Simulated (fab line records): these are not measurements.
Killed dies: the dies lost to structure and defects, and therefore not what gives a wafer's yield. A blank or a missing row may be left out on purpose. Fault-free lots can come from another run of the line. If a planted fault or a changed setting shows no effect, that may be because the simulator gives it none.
The tool behind it: which one? / flow gf180mcu / 13 lots with 39 wafers sampled at 5 steps, on a route of 602 steps

== WHAT EACH GAUGE READ, for each wafer ==
GF_MVPSD_TW_MEAS_11. Usual: MVPSD_TW typically reads 552, with standard deviation 4.5.
lot=L904; measured=day 5 18:20; on=film-metro-02; MVPSD_TW=552 553 552; flag=
lot=L906; measured=day 6 03:24; on=film-metro-04; MVPSD_TW=549 549 550; flag=
lot=L912; measured=day 7 14:12; on=film-metro-04; MVPSD_TW=548 549 549; flag=
lot=L913; measured=day 7 21:23; on=film-metro-02; MVPSD_TW=551 551 552; flag=
lot=L914; measured=day 8 01:06; on=film-metro-01; MVPSD_TW=552 554 556; flag=
lot=L915; measured=day 8 06:39; on=film-metro-04; MVPSD_TW=547 547 544; flag=
lot=L917; measured=day 8 17:49; on=film-metro-04; MVPSD_TW=542 545 546; flag=
lot=L918; measured=day 9 00:32; on=film-metro-04; MVPSD_TW=547 543 547; flag=
lot=L919; measured=day 9 08:07; on=film-metro-01; MVPSD_TW=558 559 559; flag=
lot=L920; measured=day 9 11:27; on=film-metro-04; MVPSD_TW=549 546 546; flag=
lot=L923; measured=day 10 09:25; on=film-metro-02; MVPSD_TW=553 551 554; flag=
lot=L924; measured=day 10 15:01; on=film-metro-02; MVPSD_TW=551 551 555; flag=
lot=L925; measured=day 10 18:12; on=film-metro-02; MVPSD_TW=553 554 553; flag=

GF_VT_IMPLANT_TW_MEAS_21. Usual: VT_IMPLANT_2_TW typically reads 1228, with standard deviation 18.
lot=L904; measured=day 7 00:47; on=film-metro-01; VT_IMPLANT_2_TW=1220 1216 1219; flag=
lot=L906; measured=day 7 09:38; on=film-metro-03; VT_IMPLANT_2_TW=1254 1248 1251; flag=
lot=L912; measured=day 8 22:31; on=film-metro-03; VT_IMPLANT_2_TW=1246 1243 1246; flag=
lot=L913; measured=day 9 07:23; on=film-metro-01; VT_IMPLANT_2_TW=1224 1224 1219; flag=
lot=L914; measured=day 9 11:11; on=film-metro-01; VT_IMPLANT_2_TW=1212 1217 1216; flag=
lot=L915; measured=day 9 16:23; on=film-metro-01; VT_IMPLANT_2_TW=1217 1217 1217; flag=
lot=L917; measured=day 10 05:23; on=film-metro-01; VT_IMPLANT_2_TW=1211 1218 1219; flag=
lot=L918; measured=day 10 11:06; on=film-metro-03; VT_IMPLANT_2_TW=1242 1247 1249; flag=
lot=L919; measured=day 10 20:06; on=film-metro-03; VT_IMPLANT_2_TW=1247 1249 1251; flag=
lot=L920; measured=day 10 23:54; on=film-metro-03; VT_IMPLANT_2_TW=1247 1245 1247; flag=
lot=L923; measured=day 11 22:58; on=film-metro-03; VT_IMPLANT_2_TW=1248 1248 1248; flag=
lot=L924; measured=day 12 04:13; on=film-metro-01; VT_IMPLANT_2_TW=1212 1208 1214; flag=
lot=L925; measured=day 12 07:30; on=film-metro-01; VT_IMPLANT_2_TW=1205 1210 1201; flag=

GF_VT_IMPLANT_TW_MEAS_43. Usual: VT_IMPLANT_4_TW typically reads 695, with standard deviation 15.
lot=L904; measured=day 8 08:00; on=film-metro-03; VT_IMPLANT_4_TW=706 707 708; flag=
lot=L906; measured=day 8 17:44; on=film-metro-03; VT_IMPLANT_4_TW=707 706 710; flag=
lot=L912; measured=day 10 09:00; on=film-metro-01; VT_IMPLANT_4_TW=583 585 587; flag=OFF
lot=L913; measured=day 10 20:05; on=film-metro-04; VT_IMPLANT_4_TW=574 573 574; flag=OFF
lot=L914; measured=day 10 23:35; on=film-metro-04; VT_IMPLANT_4_TW=678 679 678; flag=
lot=L915; measured=day 11 04:53; on=film-metro-03; VT_IMPLANT_4_TW=714 709 707; flag=
lot=L917; measured=day 11 18:49; on=film-metro-01; VT_IMPLANT_4_TW=694 697 691; flag=
lot=L918; measured=day 12 00:50; on=film-metro-04; VT_IMPLANT_4_TW=677 673 677; flag=
lot=L919; measured=day 12 10:07; on=film-metro-04; VT_IMPLANT_4_TW=678 675 670; flag=
lot=L920; measured=day 12 13:27; on=film-metro-03; VT_IMPLANT_4_TW=702 706 704; flag=
lot=L923; measured=day 13 14:18; on=film-metro-03; VT_IMPLANT_4_TW=702 701 711; flag=
lot=L924; measured=day 13 20:37; on=film-metro-03; VT_IMPLANT_4_TW=705 707 707; flag=
lot=L925; measured=day 13 23:29; on=film-metro-04; VT_IMPLANT_4_TW=673 672 676; flag=

== WHICH TOOL RAN EACH LOT (tool, then ch and the chambers of the sampled wafers, then the start) ==
lot=L904; GF_MVPSD_STRIP_10=plasma-asher-02 ch 0, day 5 18:14; GF_VT_IMPLANT_IMPLANT_41=implanter-01 ch 0, day 8 07:45
lot=L906; GF_MVPSD_STRIP_10=plasma-asher-03 ch 0,1, day 6 03:18; GF_VT_IMPLANT_IMPLANT_41=implanter-04 ch 0, day 8 17:29
lot=L912; GF_MVPSD_STRIP_10=plasma-asher-02 ch 0,1, day 7 14:05; GF_VT_IMPLANT_IMPLANT_41=implanter-02 ch 0, day 10 08:46
lot=L913; GF_MVPSD_STRIP_10=plasma-asher-03 ch 0,1, day 7 21:17; GF_VT_IMPLANT_IMPLANT_41=implanter-02 ch 0, day 10 19:50
lot=L914; GF_MVPSD_STRIP_10=plasma-asher-02 ch 0,1, day 8 01:00; GF_VT_IMPLANT_IMPLANT_41=implanter-04 ch 0, day 10 23:20
lot=L915; GF_MVPSD_STRIP_10=plasma-asher-04 ch 0,1, day 8 06:33; GF_VT_IMPLANT_IMPLANT_41=implanter-01 ch 0, day 11 04:38
lot=L917; GF_MVPSD_STRIP_10=plasma-asher-02 ch 0,1, day 8 17:43; GF_VT_IMPLANT_IMPLANT_41=implanter-01 ch 0, day 11 18:37
lot=L918; GF_MVPSD_STRIP_10=plasma-asher-03 ch 0,1, day 9 00:26; GF_VT_IMPLANT_IMPLANT_41=implanter-04 ch 0, day 12 00:35
lot=L919; GF_MVPSD_STRIP_10=plasma-asher-02 ch 0,1, day 9 08:00; GF_VT_IMPLANT_IMPLANT_41=implanter-01 ch 0, day 12 09:52
lot=L920; GF_MVPSD_STRIP_10=plasma-asher-02 ch 0,1, day 9 11:20; GF_VT_IMPLANT_IMPLANT_41=implanter-01 ch 0, day 12 13:13
lot=L923; GF_MVPSD_STRIP_10=plasma-asher-02 ch 0,1, day 10 09:18; GF_VT_IMPLANT_IMPLANT_41=implanter-04 ch 0, day 13 14:04
lot=L924; GF_MVPSD_STRIP_10=plasma-asher-03 ch 0,1, day 10 14:55; GF_VT_IMPLANT_IMPLANT_41=implanter-01 ch 0, day 13 20:23
lot=L925; GF_MVPSD_STRIP_10=plasma-asher-02 ch 0,1, day 10 18:06; GF_VT_IMPLANT_IMPLANT_41=implanter-02 ch 0, day 13 23:14
- GF_MVPSD_STRIP_10: strips in O2/N2.
- GF_VT_IMPLANT_IMPLANT_41

== AS READ BY THE TOOLS THEMSELVES (means over the sampled wafers that have a number; for cases with no such wafer, the mark the record gives instead) ==
GF_MVPSD_STRIP_10. Usual: drypump-motor-current-A 5.8 A, standard deviation 0.41; heater-power-w 312 W, standard deviation 14; oes-product-au 0.723 a.u., standard deviation 0.0047; strip-time-to-endpoint-s 37.00 s, standard deviation 0.12.
lot=L904; tool=plasma-asher-02; drypump-motor-current-A (A)=5.7; heater-power-w (W)=301; oes-product-au (a.u.)=0.719; strip-time-to-endpoint-s (s)=37.03; flag=
lot=L906; tool=plasma-asher-03; drypump-motor-current-A (A)=5.6; heater-power-w (W)=303; oes-product-au (a.u.)=0.721; strip-time-to-endpoint-s (s)=36.99; flag=
lot=L912; tool=plasma-asher-02; drypump-motor-current-A (A)=6.0; heater-power-w (W)=319; oes-product-au (a.u.)=0.719; strip-time-to-endpoint-s (s)=37.13; flag=
lot=L913; tool=plasma-asher-03; drypump-motor-current-A (A)=5.6; heater-power-w (W)=309; oes-product-au (a.u.)=0.725; strip-time-to-endpoint-s (s)=37.04; flag=
lot=L914; tool=plasma-asher-02; drypump-motor-current-A (A)=5.9; heater-power-w (W)=308; oes-product-au (a.u.)=0.720; strip-time-to-endpoint-s (s)=37.19; flag=
lot=L915; tool=plasma-asher-04; drypump-motor-current-A (A)=6.2; heater-power-w (W)=317; oes-product-au (a.u.)=0.722; strip-time-to-endpoint-s (s)=37.11; flag=
lot=L917; tool=plasma-asher-02; drypump-motor-current-A (A)=5.9; heater-power-w (W)=313; oes-product-au (a.u.)=0.721; strip-time-to-endpoint-s (s)=37.13; flag=
lot=L918; tool=plasma-asher-03; drypump-motor-current-A (A)=5.6; heater-power-w (W)=307; oes-product-au (a.u.)=0.722; strip-time-to-endpoint-s (s)=37.05; flag=
lot=L919; tool=plasma-asher-02; drypump-motor-current-A (A)=6.0; heater-power-w (W)=315; oes-product-au (a.u.)=0.722; strip-time-to-endpoint-s (s)=37.01; flag=
lot=L920; tool=plasma-asher-02; drypump-motor-current-A (A)=5.8; heater-power-w (W)=313; oes-product-au (a.u.)=0.721; strip-time-to-endpoint-s (s)=36.92; flag=
lot=L923; tool=plasma-asher-02; drypump-motor-current-A (A)=6.0; heater-power-w (W)=318; oes-product-au (a.u.)=0.729; strip-time-to-endpoint-s (s)=36.76; flag=
lot=L924; tool=plasma-asher-03; drypump-motor-current-A (A)=5.4; heater-power-w (W)=301; oes-product-au (a.u.)=0.723; strip-time-to-endpoint-s (s)=37.01; flag=
lot=L925; tool=plasma-asher-02; drypump-motor-current-A (A)=5.8; heater-power-w (W)=312; oes-product-au (a.u.)=0.725; strip-time-to-endpoint-s (s)=37.08; flag=

GF_VT_IMPLANT_IMPLANT_41. Usual: dose-ions-cm2 1.013e+12, standard deviation 1.1e+09; faraday-current-uA 5.72, standard deviation 0.12; tilt-deg 7.000 degrees, standard deviation 0.021.
lot=L904; tool=implanter-01; dose-ions-cm2=1.013e+12; faraday-current-uA=5.69; tilt-deg (degrees)=7.026; flag=
lot=L906; tool=implanter-04; dose-ions-cm2=1.014e+12; faraday-current-uA=5.67; tilt-deg (degrees)=6.994; flag=
lot=L912; tool=implanter-02; dose-ions-cm2=5.961e+11; faraday-current-uA=3.37; tilt-deg (degrees)=7.023; flag=OFF
lot=L913; tool=implanter-02; dose-ions-cm2=5.963e+11; faraday-current-uA=3.36; tilt-deg (degrees)=7.000; flag=OFF
lot=L914; tool=implanter-04; dose-ions-cm2=1.013e+12; faraday-current-uA=5.63; tilt-deg (degrees)=7.015; flag=
lot=L915; tool=implanter-01; dose-ions-cm2=1.013e+12; faraday-current-uA=5.81; tilt-deg (degrees)=7.028; flag=
lot=L917; tool=implanter-01; dose-ions-cm2=1.013e+12; faraday-current-uA=5.72; tilt-deg (degrees)=7.009; flag=
lot=L918; tool=implanter-04; dose-ions-cm2=1.012e+12; faraday-current-uA=5.76; tilt-deg (degrees)=7.012; flag=
lot=L919; tool=implanter-01; dose-ions-cm2=1.014e+12; faraday-current-uA=5.68; tilt-deg (degrees)=7.007; flag=
lot=L920; tool=implanter-01; dose-ions-cm2=1.012e+12; faraday-current-uA=5.75; tilt-deg (degrees)=7.024; flag=
lot=L923; tool=implanter-04; dose-ions-cm2=1.013e+12; faraday-current-uA=5.72; tilt-deg (degrees)=6.992; flag=
lot=L924; tool=implanter-01; dose-ions-cm2=1.013e+12; faraday-current-uA=5.64; tilt-deg (degrees)=7.007; flag=
lot=L925; tool=implanter-02; dose-ions-cm2=1.013e+12; faraday-current-uA=5.77; tilt-deg (degrees)=6.991; flag=

== THE ANSWER, worked out from the rows above alone ==
Rule: take the mean of a lot's wafers that have a number; if it is more than 3 standard deviations from the usual mean, the lot is off. A lot without any number at a reading at which 4 lots or more have one is off too. All remaining lots with rows at the step are treated as sound. The gauges are gone through in route order, then the tools' own readings, and for those a lot's mean is taken as printed above. The first step at which some lot is off is used, and at that step the reading that is off furthest; a lot without a number counts as furthest.
Off: L912, L913, at GF_VT_IMPLANT_TW_MEAS_43 (VT_IMPLANT_4_TW).
A tool fits if, at a process step before that reading, it ran every lot that is off, and no sound lot after the first of them. The gauges at GF_VT_IMPLANT_TW_MEAS_43 aren't tried: what is off there is off at GF_VT_IMPLANT_IMPLANT_41 too, on other tools, and a gauge's error can't cause that. Of those tried, none fits.

== WHAT HAD BEEN PUT IN BY THE SIMULATOR ==
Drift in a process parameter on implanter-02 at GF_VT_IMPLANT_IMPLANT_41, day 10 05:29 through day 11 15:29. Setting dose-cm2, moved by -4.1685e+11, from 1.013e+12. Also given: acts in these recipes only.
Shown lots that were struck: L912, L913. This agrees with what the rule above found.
